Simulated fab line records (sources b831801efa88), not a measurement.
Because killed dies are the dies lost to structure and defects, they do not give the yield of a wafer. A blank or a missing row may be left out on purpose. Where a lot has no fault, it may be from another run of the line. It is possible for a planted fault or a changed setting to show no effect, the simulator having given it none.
One fault through the eyes of 2 desks :: flow sky130 :: what lay behind the numbers comes last; until then each desk has only its own

## METROLOGY DESK
What the gauges read for every lot (on any tool): the sampled wafers with a number, averaged. Any lot whose mean is over 4 standard deviations away from the usual mean is out of limits and marked OUT; that distance is given in the brackets.
Columns: A = NWELL_RS at SKY_NWELL_RS_MEAS_29, usual 624.8 ohm/sq; B = VT_ADJUST_NCORE_TW at SKY_VT_ADJUST_NCORE_TW_MEAS_11, usual 220.4; C = GATE_OXIDE_OVL at SKY_GATE_OXIDE_OVL_MEAS_10, usual 0.0 nm
lot: L195
first seen here: day 5 05:56
A: 625.6
B: 221.4
C: -0.7

lot: L196
first seen here: day 5 13:51
A: 623.1
B: 220.4
C: 1.8

lot: L198
first seen here: day 6 02:30
A: 625.1
B: 221.8
C: 1.7

lot: L199
first seen here: day 6 06:52
A: 623.8
B: 218.5
C: 0.9

lot: L200
first seen here: day 6 17:44
A: 625.8
B: 218.9
C: -0.3

lot: L202
first seen here: day 7 01:32
A: 623.7
B: 222.5
C: -3.2

lot: L206
first seen here: day 8 08:22
A: 595.8 (-19) OUT
B: 219.6
C: 0.9

lot: L207
first seen here: day 8 11:10
A: 625.7
B: 219.8
C: 0.9

lot: L208
first seen here: day 8 17:50
A: 595.2 (-20) OUT
B: 219.8
C: -2.0

lot: L216
first seen here: day 10 22:47
A: 624.6
B: 222.7
C: -0.6

lot: L217
first seen here: day 11 11:55
A: 626.2
B: 219.1
C: 0.9

lot: L218
first seen here: day 11 12:19
A: 625.0
B: 222.0
C: 0.8
This desk's result: L206, L208 out of limits, first on L206 (NWELL_RS at SKY_NWELL_RS_MEAS_29), day 8 08:22. L195, L196, L198, L199, L200, L202, L207, L216, L217, L218: within limits.

## DESK OF THE TOOL OWNER: implanter-02
For each lot that ran on this tool, the mean over its sampled wafers that have a number, from the tool's own readings at SKY_NWELL_IMPLANT_12. Any lot whose mean is over 4 standard deviations away from the usual mean is out of limits and marked OUT; that distance is given in the brackets.
Columns: A = beam-energy-keV at SKY_NWELL_IMPLANT_12, usual 119.99; B = dose-ions-cm2 at SKY_NWELL_IMPLANT_12, usual 1.3002e+12; C = faraday-current-uA at SKY_NWELL_IMPLANT_12, usual 7.32
lot: L206
first seen here: day 7 12:01
A: 119.99
B: 2.4896e+12 (+99 or more) OUT
C: 14.20 (+43) OUT

lot: L208
first seen here: day 7 20:04
A: 119.99
B: 2.4890e+12 (+99 or more) OUT
C: 13.76 (+40) OUT

lot: L217
first seen here: day 10 11:40
A: 120.02
B: 1.3000e+12
C: 7.40
Finding of this desk: L206, L208 out of limits; the first was L206 at day 7 12:01, on dose-ions-cm2 at SKY_NWELL_IMPLANT_12. L217: within limits.

## BROUGHT TOGETHER
The tool owner's desk could have raised an alarm at day 7 12:01, on L206, L208.
Metrology desk: alarm possible at day 8 08:22 on L206, L208.
SKY_NWELL_IMPLANT_12 was run on implanter-02 by each of the lots named.

## WHAT WAS PUT IN BY THE SIMULATOR
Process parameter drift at SKY_NWELL_IMPLANT_12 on implanter-02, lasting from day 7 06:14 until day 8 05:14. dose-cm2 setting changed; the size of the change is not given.
Struck lots among those shown: L206, L208.
Delay (hours) between the fault's onset and each desk's first out-of-limits reading: 6 at the tool owner's desk, 26 at the metrology desk.
